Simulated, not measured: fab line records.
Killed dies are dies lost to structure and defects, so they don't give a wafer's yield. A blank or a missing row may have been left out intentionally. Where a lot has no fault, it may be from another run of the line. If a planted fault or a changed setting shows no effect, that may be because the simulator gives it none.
Struck lot and sound lot, side by side    flow sky130    36 steps out of a route of 708
Sound: the wafers L775.2, L775.3, L775.4. The struck wafers were L766.1, L766.3, L766.6. The cause comes at the end.
Per side, at each step with rows, come the tool, then ch with its chambers, and then its first start. Under that, the readings that differ: sound wafers    struck wafers    difference of the means    sigmas: that difference in standard deviations of wafers without a fault.
alike: words and numbers the same on both sides, and readings whose means are apart by under 2 such deviations; not compared: readings that were withheld, readings missing a value for some wafer, numbers with overlapping values and no deviation given by the record, and bounds like >300 which may hide the same value.
The two part at a step that has a row with sigmas, a row that says differs or no value, or rows on one side only. Non-overlapping numbers with no deviation appear without sigmas and do not part them. Lack of a reading on every wafer of one side parts them only where that side has two or more wafers.

first, 11 steps without rows for these wafers: SKY_VIA4_DEHYDRATE_04 (time 60 s); SKY_VIA4_HMDS_05 (prime time 60 s); SKY_VIA4_COAT_06 (resist thk 1140 nm); SKY_VIA4_SOFTBAKE_07 (time 60 s); SKY_VIA4_EXPOSE_08 (exposes mask VIM4, target cd 800 nm); SKY_VIA4_PEB_09; SKY_VIA4_DEVELOP_10 (develop time 60 s); SKY_VIA4_ETCH_12 (etches SiO2 in C4F8/O2/Ar, stops on TiN, target depth 580 nm); SKY_VIA4_STRIP_13 (strips in O2/N2); SKY_VIA4_STRIP_14 (strips in post etch residue remover, time 1200 s); SKY_VIA4_CLEAN_15 (cleans in IPA, time 180 s).
SKY_VIA4_CLEAN_16: cleans in O3/DIW.
  sound on wet_bench-02 ch 2, day 46 20:56; struck on wet_bench-01 ch 0, day 45 10:29
then, 23 steps without rows for these wafers: SKY_VIA4_SPUTTER_17 (material TiN, target thk 20 nm, time 80 s); SKY_VIA4_CVD_18 (deposits W, target thk 505 nm, time 152.14 s); SKY_VIA4_CMP_21 (polishes, stops on SiO2, t overpolish 25 s, target thk 0 nm); SKY_METAL5_SPUTTER_00 (material Ti, target thk 15 nm, time 10 s); SKY_METAL5_SPUTTER_01 (material TiN, target thk 20 nm, time 16.7 s); SKY_METAL5_SPUTTER_02 (material AlCu, target thk 1150 nm, time 61.2 s); SKY_METAL5_SPUTTER_03 (material Ti, target thk 5 nm, time 3.3 s); SKY_METAL5_SPUTTER_04 (material TiN, target thk 70 nm, time 58.3 s); SKY_METAL5_DEHYDRATE_07 (time 60 s); SKY_METAL5_HMDS_08 (prime time 60 s); SKY_METAL5_COAT_09 (resist thk 1800 nm); SKY_METAL5_SOFTBAKE_10 (time 60 s); SKY_METAL5_EXPOSE_11 (exposes mask MM5, target cd 1600 nm); SKY_METAL5_PEB_12; SKY_METAL5_DEVELOP_13 (develop time 60 s); SKY_METAL5_DESCUM_14 (chemistry O2, time 11 s); SKY_METAL5_METAL_ETCH_15 (etches the open film in Cl2/BCl3, stops on SiO2, target depth 1260 nm, time 252 s); SKY_METAL5_STRIP_16 (strips in O2/N2); SKY_METAL5_STRIP_17 (strips in post etch residue remover, time 1200 s); SKY_METAL5_CLEAN_18 (cleans in IPA, time 180 s); SKY_METAL5_CLEAN_19 (cleans in O3/DIW); SKY_PASSIVATION_CVD_00 (deposits SiO2, target thk 90 nm); SKY_PASSIVATION_CVD_02 (deposits Si3N4, target thk 540 nm).
-- the record jumps here: 3 days lie between the struck wafers' starts before and after (it left off in module PASSIVATION and takes up again in module PAD_OPEN, whose first step shown is number 708 of the route) --
SKY_PAD_OPEN_PROBE_99:
  struck on prober-01, day 48 02:47; sound on prober-02, day 49 12:20
reading                                sound                struck             difference  sigmas
defect_limited_yield (%)               83.5 82.5 84.6       71.3 68.7 70.5     -13.4       -7
killed_at_M4_up                        1 2 1                71 62 71           +67         +37
killed_dies                            81 86 76             141 154 145        +66         +7
sort_bin_3_pad_short (%)               0.6 0.6 1.0          5.5 4.5 5.5        +4.4        +10
sort_bin_5_function (%)                9.6 10.8 9.1         16.1 19.7 17.3     +7.9        +5
sort_n_pass                            411 406 416          351 338 347        -66         -7
sort_yield_pct (%)                     83.5 82.5 84.6       71.3 68.7 70.5     -13.4       -7
model.etest.tester.sort_n_pass         411 406 416          351 338 347        -66         
model.etest.tester.sort_yield_pct (%)  83.54 82.52 84.55    71.34 68.7 70.53   -13.35      
model.etest.tester.sort_bin_5_pct (%)  9.553 10.77 9.146    16.06 19.72 17.28  +7.86       
model.etest.tester.sort_bin_3_pct (%)  0.6098 0.6098 1.016  5.488 4.472 5.488  +4.404      
  alike: killed_at_M0_to_M3, killed_at_contacts, killed_at_front_end, killed_at_other, killed_open, killed_short, sort_bin_6_memory

WHERE THEY PART
SKY_PAD_OPEN_PROBE_99 only, going by this record.

WHY: whatever the simulator had introduced
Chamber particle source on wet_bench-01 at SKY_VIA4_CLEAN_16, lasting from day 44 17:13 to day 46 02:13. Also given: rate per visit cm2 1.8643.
